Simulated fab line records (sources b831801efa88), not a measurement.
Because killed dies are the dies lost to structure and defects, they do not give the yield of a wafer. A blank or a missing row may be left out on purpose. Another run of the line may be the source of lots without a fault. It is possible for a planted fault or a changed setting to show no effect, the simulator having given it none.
Shared-tool check ; flow gf180mcu ; 12 lots, 45 wafers sampled

== WHY IT WAS OPENED ==
At GF_POLY_GATE_THK_MEAS_01 the reading POLY_GATE_CVD_00_THK is flagged on 3 of 12 lots. No-fault wafers: 199.4 nm, standard deviation 2.3.
Rule: a lot is flagged in two cases, either no wafer of it has a number, or all its wafers with numbers fall more than 4 standard deviations from that mean. The other lots count as sound.

lot;measured;on;POLY_GATE_CVD_00_THK (nm), wafer by wafer;flag
L278;day 8 11:54;film metro-02;195.8 194.7 194.9;
L279;day 9 00:17;film metro-01;197.2 196.7 197.7;
L282;day 9 21:46;film metro-03;197.8 199.8 196.8;
L284;day 10 12:40;film metro-03;198.9 200.7 199.9;
L285;day 10 16:32;film metro-03;199.5 200.0 200.3;
L287;day 11 05:53;film metro-01;200.5 198.6 200.7;
L288;day 11 15:12;film metro-02;162.4 161.7 163.5 162.7 161.7 163.4;FLAGGED
L289;day 11 19:29;film metro-03;164.4 164.4 164.6 164.4 164.4 164.5;FLAGGED
L290;day 12 02:07;film metro-01;162.4 162.9 161.8 162.6 162.9 161.8;FLAGGED
L293;day 12 21:22;film metro-02;201.2 199.3 200.5;
L300;day 15 00:03;film metro-02;198.4 200.6 198.5;
L301;day 15 08:39;film metro-01;202.0 201.7 201.9;
Average over the flagged lots: 163.1 nm; offset from the usual -36.3 nm, equal to -16 standard deviations.

== TOOL THAT RAN EACH LOT ==
The record holds 2 process steps before the reading, out of a route of 602 steps. Every cell lists first the tool, next ch and the chambers used by the sampled wafers, and last the start.
lot;flag;GF_VT_IMPLANT_SOFTBAKE_14;GF_POLY_GATE_CVD_00
L278;;litho track-03 ch 0, day 5 22:19;lpcvd-01 ch 0, day 8 10:32
L279;;litho track-03 ch 0, day 6 09:34;lpcvd-01 ch 0, day 8 22:56
L282;;litho track-02 ch 0, day 7 03:31;lpcvd-02 ch 0, day 9 20:25
L284;;litho track-03 ch 0, day 7 15:56;lpcvd-01 ch 0, day 10 11:20
L285;;litho track-04 ch 0, day 7 20:00;lpcvd-01 ch 1, day 10 15:12
L287;;litho track-04 ch 0, day 8 09:05;lpcvd-02 ch 1, day 11 04:34
L288;FLAGGED;litho track-03 ch 0, day 8 15:10;lpcvd-02 ch 0, day 11 13:52
L289;FLAGGED;litho track-04 ch 0, day 8 21:23;lpcvd-02 ch 1, day 11 18:09
L290;FLAGGED;litho track-03 ch 0, day 9 02:05;lpcvd-02 ch 1, day 12 00:47
L293;;litho track-04 ch 0, day 9 21:28;lpcvd-01 ch 0, day 12 20:02
L300;;litho track-03 ch 0, day 11 18:23;lpcvd-02 ch 0, day 14 22:42
L301;;litho track-02 ch 0, day 12 02:49;lpcvd-01 ch 0, day 15 07:19
These steps, and what they do:
- GF_VT_IMPLANT_SOFTBAKE_14: time 61.24 s.
- GF_POLY_GATE_CVD_00: deposits poly-Si, target thk 200 nm, time 1200 s.
- GF_POLY_GATE_THK_MEAS_01

== FLAGGED AGAINST TOTAL, ONE TOOL AT A TIME (gauges that did the reading follow at the end) ==
step;tool;lots run;flagged;share of the flagged lots;sound lots run after its first flagged lot
GF_VT_IMPLANT_SOFTBAKE_14;litho track-02;2;0;none;-
GF_VT_IMPLANT_SOFTBAKE_14;litho track-03;6;2;some;1 (L300)
GF_VT_IMPLANT_SOFTBAKE_14;litho track-04;4;1;some;1 (L293)
GF_POLY_GATE_CVD_00;lpcvd-01;6;0;none;-
GF_POLY_GATE_CVD_00;lpcvd-02;6;3;all;1 (L300)
GF_POLY_GATE_THK_MEAS_01;film metro-01;4;1;some;1 (L301)
GF_POLY_GATE_THK_MEAS_01;film metro-02;4;1;some;2 (L293,L300)
GF_POLY_GATE_THK_MEAS_01;film metro-03;4;1;some;0

== WHAT IS ALLOWED BY THE TABLE ==
In the table, 1 row covers all flagged lots: lpcvd-02 at GF_POLY_GATE_CVD_00.
- lpcvd-02 at GF_POLY_GATE_CVD_00: 3 of its 6 lots flagged. Sound lots followed the first flagged one (L300) on it, something a lasting fault affecting the whole tool could not allow.
No row of the table ran every flagged lot and no sound lot after the first.

== WHAT THE SIMULATOR HAD INSERTED ==
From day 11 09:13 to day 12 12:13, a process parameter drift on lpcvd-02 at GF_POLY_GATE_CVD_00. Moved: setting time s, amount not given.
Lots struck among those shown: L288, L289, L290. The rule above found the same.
